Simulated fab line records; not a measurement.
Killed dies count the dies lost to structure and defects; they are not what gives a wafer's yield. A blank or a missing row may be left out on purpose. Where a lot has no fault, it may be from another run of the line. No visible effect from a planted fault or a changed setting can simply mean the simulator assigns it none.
The tool behind it: which one?	flow gf180mcu	42 wafers from 14 lots sampled at 5 of the route's 602 steps

WHAT EACH GAUGE READ, for each wafer
GF_V3_BOW_MEAS_05.
lot	measured	on	V3_BOW (um)
L876	day 21 13:06	film metro-03	121 119 132
L877	day 21 21:22	film metro-03	109 113 112
L878	day 21 23:50	film metro-04	127 120 108
L883	day 24 02:03	film metro-03	115 119 111
L886	day 25 07:17	film metro-03	114 121 107
L888	day 25 11:01	film metro-03	112 124 122
L889	day 25 14:56	film metro-02	122 127 128
L890	day 26 08:01	film metro-04	113 116 118
L892	day 26 23:08	film metro-03	123 122 105
L891	day 27 01:50	film metro-02	137 134 120
L893	day 27 15:57	film metro-03	115 118 110
L895	day 27 17:34	film metro-02	113 114 115
L898	day 28 18:50	film metro-03	93 102 97
L897	day 28 19:02	film metro-04	128 126 113

GF_V4_THK_MEAS_01.
lot	measured	on	V4_CVD_00_THK (nm)
L876	day 23 14:25	film metro-01	594 597 603
L877	day 23 21:43	film metro-01	590 586 596
L878	day 23 23:51	film metro-01	593 592 596
L883	day 25 23:57	film metro-03	611 596 601
L886	day 27 03:47	film metro-01	573 604 588
L888	day 27 07:21	film metro-03	599 591
L889	day 27 09:31	film metro-03	606
L890	day 28 02:32	film metro-01	603 597 602
L892	day 28 17:25	film metro-02	587 590 596
L891	day 28 19:07	film metro-02	592 595 597
L893	day 29 09:31	film metro-03	591 590 593
L895	day 29 11:25	film metro-02	596 602 597
L898	day 30 11:02	film metro-02	592 602 599
L897	day 30 11:43	film metro-01	598 603 600

GF_V4_BOW_MEAS_05.
lot	measured	on	V4_BOW (um)
L876	day 23 14:56	film metro-02	133 131 144
L877	day 23 22:13	film metro-03	120 125 126
L878	day 24 00:27	film metro-02	141 134 122
L883	day 26 00:26	film metro-03	134 138 131
L886	day 27 04:17	film metro-02	128 137 122
L888	day 27 07:53	film metro-03	132 146
L889	day 27 10:04	film metro-01	145
L890	day 28 03:10	film metro-01	128 129 133
L892	day 28 17:54	film metro-01	137 137 122
L891	day 28 19:36	film metro-02	156 155 138
L893	day 29 10:02	film metro-03	137 140 134
L895	day 29 11:54	film metro-03	134 135 136
L898	day 30 11:32	film metro-02	106 115 111
L897	day 30 12:12	film metro-03	147 145 130

EACH LOT AND THE TOOL THAT RAN IT (in order: tool; ch and the chambers of the sampled wafers; start)
lot	GF_M4_METAL_ETCH_16	GF_M4_STRIP_17
L876	rie metal-01 ch 1, day 23 13:37	plasma asher-03 ch 0,1, day 23 13:50
L877	rie metal-02 ch 0,1, day 23 20:58	plasma asher-03 ch 0,1, day 23 21:05
L878	rie metal-01 ch 1, day 23 22:59	plasma asher-04 ch 0,1, day 23 23:12
L883	rie metal-02 ch 0,1, day 25 23:10	plasma asher-04 ch 0,1, day 25 23:17
L886	rie metal-01 ch 0,1, day 27 03:04	plasma asher-01 ch 0,1, day 27 03:11
L888	rie metal-02 ch 0,1, day 27 06:37	plasma asher-01 ch 0,1, day 27 06:44
L889	rie metal-02 ch 0,1, day 27 08:46	plasma asher-03 ch 0,1, day 27 08:53
L890	rie metal-01 ch 0,1, day 28 01:48	plasma asher-03 ch 0,1, day 28 01:55
L892	rie metal-01 ch 0,1, day 28 16:41	plasma asher-01 ch 0,1, day 28 16:49
L891	rie metal-04 ch 0,1, day 28 18:23	plasma asher-01 ch 0,1, day 28 18:31
L893	rie metal-01 ch 0,1, day 29 08:47	plasma asher-01 ch 0,1, day 29 08:54
L895	rie metal-01 ch 0,1, day 29 10:38	plasma asher-01 ch 0,1, day 29 10:46
L898	rie metal-01 ch 0,1, day 30 10:19	plasma asher-04 ch 0,1, day 30 10:26
L897	rie metal-04 ch 0,1, day 30 10:59	plasma asher-04 ch 0,1, day 30 11:07
- GF_M4_METAL_ETCH_16: etches the open film in Cl2/BCl3, stops on SiO2, target depth 750.8 nm, time 125.1 s.
- GF_M4_STRIP_17: strips in O2/N2.

WHAT THE TOOLS THEMSELVES READ (means of the sampled wafers that have a number; where no wafer has one, the mark that the record gives instead)
GF_M4_METAL_ETCH_16.
lot	tool	drypump motor current A (A)	mfc cl2 sccm (sccm)	oes product au (a.u.)	throttle valve pct (%)
L876	rie metal-01	6.5	79.82	0.994	28.229
L877	rie metal-02	6.0	80.00	0.990	28.230
L878	rie metal-01	6.6	79.83	0.993	28.223
L883	rie metal-02	6.0	79.95	0.996	28.228
L886	rie metal-01	6.3	80.26	0.990	28.229
L888	rie metal-02	6.0	80.11	0.946	28.285
L889	rie metal-02	6.0	80.08	0.898	28.336
L890	rie metal-01	6.4	79.76	0.997	28.224
L892	rie metal-01	6.3	80.17	0.996	28.233
L891	rie metal-04	5.3	79.83	0.988	28.228
L893	rie metal-01	6.3	79.98	0.991	28.230
L895	rie metal-01	6.1	79.97	0.992	28.223
L898	rie metal-01	6.1	80.20	0.997	28.228
L897	rie metal-04	5.3	79.86	0.998	28.214

GF_M4_STRIP_17.
lot	tool	drypump motor current A (A)	heater power w (W)	n2 flow sccm (sccm)	oes product au (a.u.)	platen temp c (C)	strip time to endpoint s (s)
L876	plasma asher-03	5.5	354	299.1	0.533	250.05	7.35
L877	plasma asher-03	5.8	356	300.4	0.537	249.94	7.35
L878	plasma asher-04	5.6	317	300.9	0.536	249.88	7.35
L883	plasma asher-04	5.6	315	301.4	0.531	250.05	7.39
L886	plasma asher-01	5.9	341	300.0	0.540	250.11	7.39
L888	plasma asher-01	5.9	340	301.0	0.545	249.88	7.59
L889	plasma asher-03	5.5	348	299.1	0.559	249.97	7.81
L890	plasma asher-03	5.8	356	299.6	0.532	249.99	7.32
L892	plasma asher-01	5.8	337	300.3	0.536	250.04	7.34
L891	plasma asher-01	5.9	339	299.6	0.534	249.90	7.35
L893	plasma asher-01	5.9	341	300.6	0.537	250.01	7.37
L895	plasma asher-01	5.9	338	300.0	0.538	250.02	7.40
L898	plasma asher-04	5.6	318	299.7	0.537	249.95	7.39
L897	plasma asher-04	5.4	329	300.4	0.533	249.96	7.30

THE ANSWER, worked out from the rows above alone
Rule: usual is defined by the lots themselves. The widest of any qualifying gaps counts: lots, ordered by their means at a reading, are off when they make up no more than a third of the lots, leave a main group of 4 or more, and stand apart from it by 3 or more times the standard deviation of that group's means. The tables above print the reading to a certain number of digits; a main group whose means all agree to those digits is not used. Also off: a lot with no number at a reading for which 4 or more lots have one. All remaining lots with rows at the step are treated as sound. After the gauges, taken in route order, come the tools' own readings; for these a lot's mean is taken, as printed above. The first step at which some lot is off is used, and at that step the reading that is off furthest; a lot without a number counts as furthest.
Off at GF_M4_METAL_ETCH_16 (oes product au): L888, L889. The main group has a mean of 0.994 a.u. with a standard deviation of 0.0032.
A tool fits if, at that step or a process step before it, it ran every lot that is off, and no sound lot after the first of them. One fits: GF_M4_METAL_ETCH_16 on rie metal-02. Its last sound lot is L883 (day 25 23:10), its first lot that is off L888 (day 27 06:37): a fault that began between those two fits.
The tool's own readings at GF_M4_METAL_ETCH_16 bear it out: on the lots that are off they differ by more than 5 times the standard deviation of the sound lots' means. oes product au reads 0.922 a.u. there against 0.994 a.u. on the sound lots; throttle valve pct reads 28.310 % there against 28.227 % on the sound lots.

WHAT WAS PUT IN BY THE SIMULATOR
rie metal-02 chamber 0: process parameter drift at GF_M4_METAL_ETCH_16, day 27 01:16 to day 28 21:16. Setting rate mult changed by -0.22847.
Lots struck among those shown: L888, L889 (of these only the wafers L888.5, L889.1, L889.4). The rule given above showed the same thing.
